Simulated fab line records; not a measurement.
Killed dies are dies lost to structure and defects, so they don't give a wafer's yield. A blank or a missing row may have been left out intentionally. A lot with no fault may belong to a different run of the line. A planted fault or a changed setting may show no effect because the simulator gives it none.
Matching of chambers ; flow sky130 ; SKY_VIA4_ETCH_12 on rie-diel-02: 4 sister chambers
The step etches SiO2 in C4F8/O2/Ar, stops on TiN, target depth 580 nm. 7 wafers are shown with their chamber, then 7 later ones without.

## WAFERS WITH THEIR CHAMBER
wafer;chamber;oes-product-au (a.u.);bias-w (W)
L076.6;3;0.934;1200
L088.6;0;0.924;1200
L089.3;2;0.922;1201
L089.5;1;0.918;1203
L089.6;0;0.925;1194
L094.1;1;0.921;1201
L094.3;2;0.916;1203

## WAFERS WITH NO CHAMBER GIVEN
wafer;oes-product-au (a.u.);bias-w (W)
L094.6;0.928;1195
L095.1;0.935;1196
L095.4;0.925;1202
L095.6;0.929;1196
L096.1;0.919;1201
L096.2;0.916;1206
L096.3;0.935;1206

## THE CHAMBER EACH PASSED THROUGH
wafer;from the rows above;in truth
L094.6;can't be placed: 0 or 3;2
L095.1;3;3
L095.4;can't be placed: 0 or 1 or 2 or 3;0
L095.6;can't be placed: 0 or 3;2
L096.1;can't be placed: 2 or 1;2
L096.2;can't be placed: 2 or 1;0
L096.3;3;3
Correctly placed: 2 of 7. Can't be placed from these rows: 5 (the true chamber is among the candidates in 2). Wrongly placed: 0.
How it was worked out, from the rows above alone: a wafer's distance from a chamber is the root of the sum, over the readings, of the square of ((its reading less the chamber's mean) divided by the reading's scatter). The wafer belongs to the nearest chamber; if the next one is less than 2 further off, it can't be placed. The mean given for a chamber averages the wafers shown for that chamber. The scatter is the square root of a quotient: the sum, over the shown wafers, of each reading's squared deviation from its chamber's mean, divided by wafers minus chambers.
